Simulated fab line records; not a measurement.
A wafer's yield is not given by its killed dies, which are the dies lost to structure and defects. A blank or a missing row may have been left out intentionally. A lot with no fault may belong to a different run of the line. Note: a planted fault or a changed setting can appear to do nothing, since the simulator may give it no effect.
Which tool did it? || flow gf180mcu || 36 wafers from 12 lots sampled at 5 of the route's 602 steps

## WHAT THE GAUGES READ, wafer by wafer
GF_VT_IMPLANT_TW_MEAS_32. Usual: VT_IMPLANT_3_TW 273, standard deviation 3.2.
{"lot": "L677", "measured": "day 7 09:25", "on": "film metro-02", "VT_IMPLANT_3_TW": "279 278 279", "flag": ""}
{"lot": "L678", "measured": "day 7 17:15", "on": "film metro-01", "VT_IMPLANT_3_TW": "272 271 270", "flag": ""}
{"lot": "L680", "measured": "day 8 04:59", "on": "film metro-02", "VT_IMPLANT_3_TW": "277 275 276", "flag": ""}
{"lot": "L681", "measured": "day 8 16:19", "on": "film metro-02", "VT_IMPLANT_3_TW": "276 277 278", "flag": ""}
{"lot": "L682", "measured": "day 8 19:07", "on": "film metro-03", "VT_IMPLANT_3_TW": "270 270 269", "flag": ""}
{"lot": "L684", "measured": "day 9 08:32", "on": "film metro-01", "VT_IMPLANT_3_TW": "30 30 30", "flag": "OFF"}
{"lot": "L687", "measured": "day 10 04:55", "on": "film metro-03", "VT_IMPLANT_3_TW": "270 272 271", "flag": ""}
{"lot": "L690", "measured": "day 11 01:02", "on": "film metro-02", "VT_IMPLANT_3_TW": "278 279 279", "flag": ""}
{"lot": "L692", "measured": "day 11 10:41", "on": "film metro-01", "VT_IMPLANT_3_TW": "270 270 272", "flag": ""}
{"lot": "L693", "measured": "day 11 18:58", "on": "film metro-03", "VT_IMPLANT_3_TW": "270 271 269", "flag": ""}
{"lot": "L696", "measured": "day 12 15:47", "on": "film metro-01", "VT_IMPLANT_3_TW": "271 271 270", "flag": ""}
{"lot": "L697", "measured": "day 12 23:46", "on": "film metro-01", "VT_IMPLANT_3_TW": "272 272 271", "flag": ""}

GF_POLY_GATE_THK_MEAS_17. Usual: POLY_GATE_OXIDATION_THK 4.00 nm, standard deviation 0.078.
{"lot": "L677", "measured": "day 9 20:02", "on": "film metro-01", "POLY_GATE_OXIDATION_THK (nm)": "4.00 4.09 4.02", "flag": ""}
{"lot": "L678", "measured": "day 10 02:56", "on": "film metro-01", "POLY_GATE_OXIDATION_THK (nm)": "3.92 3.88 3.94", "flag": ""}
{"lot": "L680", "measured": "day 10 19:41", "on": "film metro-01", "POLY_GATE_OXIDATION_THK (nm)": "3.97 3.94 3.91", "flag": ""}
{"lot": "L681", "measured": "day 11 04:59", "on": "film metro-03", "POLY_GATE_OXIDATION_THK (nm)": "4.03 4.08 4.13", "flag": ""}
{"lot": "L682", "measured": "day 11 08:51", "on": "film metro-03", "POLY_GATE_OXIDATION_THK (nm)": "3.94 3.99 3.92", "flag": ""}
{"lot": "L687", "measured": "day 13 00:43", "on": "film metro-01", "POLY_GATE_OXIDATION_THK (nm)": "4.00 4.01 4.04", "flag": ""}
{"lot": "L690", "measured": "day 13 20:23", "on": "film metro-04", "POLY_GATE_OXIDATION_THK (nm)": "4.06 4.09 4.04", "flag": ""}
{"lot": "L692", "measured": "day 14 06:02", "on": "film metro-03", "POLY_GATE_OXIDATION_THK (nm)": "4.06 4.10 4.03", "flag": ""}
{"lot": "L693", "measured": "day 14 12:53", "on": "film metro-04", "POLY_GATE_OXIDATION_THK (nm)": "4.01 3.88 3.86", "flag": ""}
{"lot": "L696", "measured": "day 15 13:24", "on": "film metro-04", "POLY_GATE_OXIDATION_THK (nm)": "3.90 3.89 3.95", "flag": ""}
{"lot": "L697", "measured": "day 15 23:48", "on": "film metro-01", "POLY_GATE_OXIDATION_THK (nm)": "4.02 3.98 4.13", "flag": ""}

GF_CONTACT_THK_MEAS_03. Usual: CONTACT_CVD_02_THK 860 nm, standard deviation 11.
{"lot": "L677", "measured": "day 15 22:20", "on": "film metro-04", "CONTACT_CVD_02_THK (nm)": "865 880 876", "flag": ""}
{"lot": "L678", "measured": "day 16 04:06", "on": "film metro-04", "CONTACT_CVD_02_THK (nm)": "852 848 853", "flag": ""}
{"lot": "L680", "measured": "day 16 23:28", "on": "film metro-02", "CONTACT_CVD_02_THK (nm)": "866 848 860", "flag": ""}
{"lot": "L681", "measured": "day 17 15:41", "on": "film metro-02", "CONTACT_CVD_02_THK (nm)": "864 869 877", "flag": ""}
{"lot": "L682", "measured": "day 17 21:16", "on": "film metro-02", "CONTACT_CVD_02_THK (nm)": "841 865 874", "flag": ""}
{"lot": "L687", "measured": "day 19 19:16", "on": "film metro-03", "CONTACT_CVD_02_THK (nm)": "863 861 866", "flag": ""}
{"lot": "L690", "measured": "day 20 16:26", "on": "film metro-04", "CONTACT_CVD_02_THK (nm)": "867 876 871", "flag": ""}
{"lot": "L692", "measured": "day 21 06:13", "on": "film metro-02", "CONTACT_CVD_02_THK (nm)": "849 867 861", "flag": ""}
{"lot": "L693", "measured": "day 21 13:06", "on": "film metro-02", "CONTACT_CVD_02_THK (nm)": "863 848 860", "flag": ""}
{"lot": "L696", "measured": "day 22 16:33", "on": "film metro-04", "CONTACT_CVD_02_THK (nm)": "869 877 874", "flag": ""}
{"lot": "L697", "measured": "day 23 03:00", "on": "film metro-04", "CONTACT_CVD_02_THK (nm)": "848 872 866", "flag": ""}

## EACH LOT AND THE TOOL THAT RAN IT (in order: tool; ch and the chambers of the sampled wafers; start)
{"lot": "L677", "GF_VT_IMPLANT_STRIP_20": "plasma asher-03 ch 0,1, day 6 17:01", "GF_VT_IMPLANT_STRIP_31": "plasma asher-03 ch 0,1, day 7 09:19"}
{"lot": "L678", "GF_VT_IMPLANT_STRIP_20": "plasma asher-03 ch 0,1, day 7 01:11", "GF_VT_IMPLANT_STRIP_31": "plasma asher-01 ch 0,1, day 7 17:09"}
{"lot": "L680", "GF_VT_IMPLANT_STRIP_20": "plasma asher-03 ch 0,1, day 7 13:25", "GF_VT_IMPLANT_STRIP_31": "plasma asher-02 ch 0,1, day 8 04:53"}
{"lot": "L681", "GF_VT_IMPLANT_STRIP_20": "plasma asher-02 ch 0,1, day 7 23:24", "GF_VT_IMPLANT_STRIP_31": "plasma asher-01 ch 0,1, day 8 16:13"}
{"lot": "L682", "GF_VT_IMPLANT_STRIP_20": "plasma asher-03 ch 0,1, day 8 02:23", "GF_VT_IMPLANT_STRIP_31": "plasma asher-01 ch 0,1, day 8 19:02"}
{"lot": "L684", "GF_VT_IMPLANT_STRIP_20": "plasma asher-02 ch 0,1, day 8 15:57", "GF_VT_IMPLANT_STRIP_31": "plasma asher-02 ch 0,1, day 9 08:27"}
{"lot": "L687", "GF_VT_IMPLANT_STRIP_20": "plasma asher-01 ch 1, day 9 10:56", "GF_VT_IMPLANT_STRIP_31": "plasma asher-02 ch 1, day 10 04:48"}
{"lot": "L690", "GF_VT_IMPLANT_STRIP_20": "plasma asher-03 ch 0,1, day 10 07:23", "GF_VT_IMPLANT_STRIP_31": "plasma asher-02 ch 0,1, day 11 00:56"}
{"lot": "L692", "GF_VT_IMPLANT_STRIP_20": "plasma asher-02 ch 0,1, day 10 17:02", "GF_VT_IMPLANT_STRIP_31": "plasma asher-01 ch 0,1, day 11 10:35"}
{"lot": "L693", "GF_VT_IMPLANT_STRIP_20": "plasma asher-01 ch 0,1, day 11 00:05", "GF_VT_IMPLANT_STRIP_31": "plasma asher-02 ch 0,1, day 11 18:52"}
{"lot": "L696", "GF_VT_IMPLANT_STRIP_20": "plasma asher-01 ch 0,1, day 11 20:42", "GF_VT_IMPLANT_STRIP_31": "plasma asher-03 ch 0,1, day 12 15:42"}
{"lot": "L697", "GF_VT_IMPLANT_STRIP_20": "plasma asher-03 ch 0,1, day 12 04:04", "GF_VT_IMPLANT_STRIP_31": "plasma asher-01 ch 0,1, day 12 23:41"}
- GF_VT_IMPLANT_STRIP_20: strips in O2/N2.
- GF_VT_IMPLANT_STRIP_31: strips in O2/N2.

## WHAT THE TOOLS THEMSELVES READ (means of the sampled wafers that have a number; where no wafer has one, the mark that the record gives instead)
GF_VT_IMPLANT_STRIP_20. Usual: drypump motor current A 5.5 A, standard deviation 0.48; heater power w 322 W, standard deviation 28; oes product au 0.716 a.u., standard deviation 0.0047; strip time to endpoint s 12.65 s, standard deviation 0.036.
{"lot": "L677", "tool": "plasma asher-03", "drypump motor current A (A)": 5.4, "heater power w (W)": 313, "oes product au (a.u.)": 0.721, "strip time to endpoint s (s)": 12.61, "flag": ""}
{"lot": "L678", "tool": "plasma asher-03", "drypump motor current A (A)": 5.4, "heater power w (W)": 314, "oes product au (a.u.)": 0.717, "strip time to endpoint s (s)": 12.68, "flag": ""}
{"lot": "L680", "tool": "plasma asher-03", "drypump motor current A (A)": 5.4, "heater power w (W)": 312, "oes product au (a.u.)": 0.721, "strip time to endpoint s (s)": 12.65, "flag": ""}
{"lot": "L681", "tool": "plasma asher-02", "drypump motor current A (A)": 5.3, "heater power w (W)": 350, "oes product au (a.u.)": 0.716, "strip time to endpoint s (s)": 12.64, "flag": ""}
{"lot": "L682", "tool": "plasma asher-03", "drypump motor current A (A)": 5.1, "heater power w (W)": 306, "oes product au (a.u.)": 0.716, "strip time to endpoint s (s)": 12.66, "flag": ""}
{"lot": "L684", "tool": "plasma asher-02", "drypump motor current A (A)": 5.3, "heater power w (W)": 354, "oes product au (a.u.)": 0.935, "strip time to endpoint s (s)": "-", "flag": "OFF"}
{"lot": "L687", "tool": "plasma asher-01", "drypump motor current A (A)": 5.5, "heater power w (W)": 318, "oes product au (a.u.)": 0.720, "strip time to endpoint s (s)": 12.60, "flag": ""}
{"lot": "L690", "tool": "plasma asher-03", "drypump motor current A (A)": 5.1, "heater power w (W)": 306, "oes product au (a.u.)": 0.713, "strip time to endpoint s (s)": 12.62, "flag": ""}
{"lot": "L692", "tool": "plasma asher-02", "drypump motor current A (A)": 5.3, "heater power w (W)": 352, "oes product au (a.u.)": 0.716, "strip time to endpoint s (s)": 12.65, "flag": ""}
{"lot": "L693", "tool": "plasma asher-01", "drypump motor current A (A)": 5.7, "heater power w (W)": 326, "oes product au (a.u.)": 0.720, "strip time to endpoint s (s)": 12.64, "flag": ""}
{"lot": "L696", "tool": "plasma asher-01", "drypump motor current A (A)": 5.8, "heater power w (W)": 327, "oes product au (a.u.)": 0.718, "strip time to endpoint s (s)": 12.68, "flag": ""}
{"lot": "L697", "tool": "plasma asher-03", "drypump motor current A (A)": 5.1, "heater power w (W)": 300, "oes product au (a.u.)": 0.718, "strip time to endpoint s (s)": 12.65, "flag": ""}

GF_VT_IMPLANT_STRIP_31. Usual: drypump motor current A 5.5 A, standard deviation 0.48; heater power w 327 W, standard deviation 30; oes product au 0.716 a.u., standard deviation 0.0044; strip time to endpoint s 12.63 s, standard deviation 0.039.
{"lot": "L677", "tool": "plasma asher-03", "drypump motor current A (A)": 5.4, "heater power w (W)": 313, "oes product au (a.u.)": 0.714, "strip time to endpoint s (s)": 12.69, "flag": ""}
{"lot": "L678", "tool": "plasma asher-01", "drypump motor current A (A)": 5.8, "heater power w (W)": 329, "oes product au (a.u.)": 0.715, "strip time to endpoint s (s)": 12.64, "flag": ""}
{"lot": "L680", "tool": "plasma asher-02", "drypump motor current A (A)": 5.3, "heater power w (W)": 351, "oes product au (a.u.)": 0.715, "strip time to endpoint s (s)": 12.59, "flag": ""}
{"lot": "L681", "tool": "plasma asher-01", "drypump motor current A (A)": 6.0, "heater power w (W)": 339, "oes product au (a.u.)": 0.716, "strip time to endpoint s (s)": 12.62, "flag": ""}
{"lot": "L682", "tool": "plasma asher-01", "drypump motor current A (A)": 6.1, "heater power w (W)": 340, "oes product au (a.u.)": 0.720, "strip time to endpoint s (s)": 12.61, "flag": ""}
{"lot": "L684", "tool": "plasma asher-02", "drypump motor current A (A)": 5.5, "heater power w (W)": 321, "oes product au (a.u.)": 0.716, "strip time to endpoint s (s)": 18.90, "flag": "OFF"}
{"lot": "L687", "tool": "plasma asher-02", "drypump motor current A (A)": 5.7, "heater power w (W)": 300, "oes product au (a.u.)": 0.714, "strip time to endpoint s (s)": 12.67, "flag": ""}
{"lot": "L690", "tool": "plasma asher-02", "drypump motor current A (A)": 5.5, "heater power w (W)": 332, "oes product au (a.u.)": 0.714, "strip time to endpoint s (s)": 12.58, "flag": ""}
{"lot": "L692", "tool": "plasma asher-01", "drypump motor current A (A)": 5.7, "heater power w (W)": 325, "oes product au (a.u.)": 0.720, "strip time to endpoint s (s)": 12.58, "flag": ""}
{"lot": "L693", "tool": "plasma asher-02", "drypump motor current A (A)": 5.3, "heater power w (W)": 348, "oes product au (a.u.)": 0.716, "strip time to endpoint s (s)": 12.65, "flag": ""}
{"lot": "L696", "tool": "plasma asher-03", "drypump motor current A (A)": 5.4, "heater power w (W)": 316, "oes product au (a.u.)": 0.717, "strip time to endpoint s (s)": 12.61, "flag": ""}
{"lot": "L697", "tool": "plasma asher-01", "drypump motor current A (A)": 5.7, "heater power w (W)": 325, "oes product au (a.u.)": 0.715, "strip time to endpoint s (s)": 12.61, "flag": ""}

## THE ANSWER, worked out from the rows above alone
Rule: lot off if the mean of its wafers having a number is beyond 3 standard deviations from the usual mean. Also off: a lot with no number at a reading for which 4 or more lots have one. All remaining lots with rows at the step are treated as sound. First the gauges in route order, then the tools' own readings, where a lot's mean is used as printed above. The first step at which some lot is off is used, and at that step the reading that is off furthest; a lot without a number counts as furthest.
Off: L684, seen at GF_VT_IMPLANT_TW_MEAS_32 (VT_IMPLANT_3_TW).
A tool fits if, at a process step before that reading, it ran every lot that is off, and no sound lot after the first of them. The gauges at GF_VT_IMPLANT_TW_MEAS_32 aren't tried: what is off there is off at GF_VT_IMPLANT_STRIP_20 too, on other tools, and a gauge's error can't cause that. None of those tried fits.

## WHAT HAD BEEN PUT IN BY THE SIMULATOR
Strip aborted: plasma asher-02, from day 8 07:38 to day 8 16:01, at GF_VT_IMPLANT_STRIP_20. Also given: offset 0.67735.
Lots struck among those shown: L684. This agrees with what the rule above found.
